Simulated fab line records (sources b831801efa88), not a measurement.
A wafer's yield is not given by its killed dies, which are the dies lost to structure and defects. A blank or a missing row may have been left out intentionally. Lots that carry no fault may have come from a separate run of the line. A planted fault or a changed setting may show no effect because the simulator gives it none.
A single fault, viewed from 2 desks || flow gf180mcu || what lay behind the numbers comes last; until then each desk has only its own

DESK OF THE TOOL OWNER: pvd-sputter-04
The tool's own readings at GF_M4_SPUTTER_04 (material TiN, target thk 50 nm, time 41.7 s): means of the sampled wafers that have a number, for each lot that ran on this tool. Any lot whose mean is over 4 standard deviations away from the usual mean is out of limits and marked OUT; that distance is given in the brackets.
Columns: A = cathode-dc-power-W at GF_M4_SPUTTER_04, usual 6500.0 W; B = throttle-valve-pct at GF_M4_SPUTTER_04, usual 29.7 %
{"lot": "L930", "first seen here": "day 23 19:25", "A": 6499.0, "B": 29.9}
{"lot": "L936", "first seen here": "day 26 00:08", "A": 6500.8, "B": 29.7}
{"lot": "L943", "first seen here": "day 27 20:52", "A": "6036.7 (-99 or more) OUT", "B": 28.9}
{"lot": "L945", "first seen here": "day 28 06:05", "A": "6034.9 (-99 or more) OUT", "B": 29.9}
This desk's finding: out of limits on L943, L945; first on L943, day 27 20:52 (cathode-dc-power-W at GF_M4_SPUTTER_04). L930, L936: within limits.

METROLOGY DESK
Lot by lot, what the gauges showed, no matter which tool ran the lot: averages of those sampled wafers that carry a number. Any lot whose mean is over 4 standard deviations away from the usual mean is out of limits and marked OUT; that distance is given in the brackets. Of its 9 readings 7 are shown: those that lie furthest out on some lot.
Columns: A = V3_W_RS at GF_V3_RS_MEAS_24, usual 0.325 ohm/sq; B = V3_W_THK at GF_V3_THK_MEAS_25, usual 345 nm; C = M4_ALCU_RS at GF_M4_RS_MEAS_05, usual 0.0693 ohm/sq; D = cd-nm at GF_M4_CD_MEAS_14, usual 280.2 nm; E = M4_OVL at GF_M4_OVL_MEAS_15, usual 0 nm; F = V4_CVD_00_THK at GF_V4_THK_MEAS_01, usual 600 nm; G = V4_BOW at GF_V4_BOW_MEAS_05, usual 136 um
{"lot": "L930", "first seen here": "day 23 18:46", "A": 0.317, "B": 358, "C": 0.0692, "D": 279.3, "E": -1, "F": 600, "G": 152}
{"lot": "L936", "first seen here": "day 25 23:28", "A": 0.323, "B": 350, "C": 0.0697, "D": 279.8, "E": 9, "F": 604, "G": 134}
{"lot": "L943", "first seen here": "day 27 20:13", "A": 0.323, "B": 352, "C": 0.0706, "D": 279.5, "E": -6, "F": 588, "G": 138}
{"lot": "L945", "first seen here": "day 28 05:25", "A": 0.322, "B": 345, "C": 0.0699, "D": 279.8, "E": -4, "F": 596, "G": 137}
{"lot": "L948", "first seen here": "day 28 22:28", "A": 0.328, "B": 340, "C": 0.0694, "D": 280.3, "E": 1, "F": 594, "G": 124}
{"lot": "L950", "first seen here": "day 29 07:56", "A": 0.323, "B": 346, "C": 0.0691, "D": 281.5, "E": 9, "F": 593, "G": 129}
This desk's finding: nothing out of limits on any of the 6 lots.

ALL TOGETHER
At day 27 20:52, on L943, L945, the tool owner's desk was in a position to raise an alarm.
The metrology desk saw nothing out of limits.
The metrology desk has L943, L945 on record, within its limits.
On pvd-sputter-04, each named lot ran GF_M4_SPUTTER_04.

WHAT THE SIMULATOR HAD PUT IN
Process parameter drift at GF_M4_SPUTTER_04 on pvd-sputter-04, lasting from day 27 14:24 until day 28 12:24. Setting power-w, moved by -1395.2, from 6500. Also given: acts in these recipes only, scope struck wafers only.
Shown lots that were struck: L943, L945.
Hours from the fault's start to each desk's first reading out of limits: the tool owner's desk, 6.
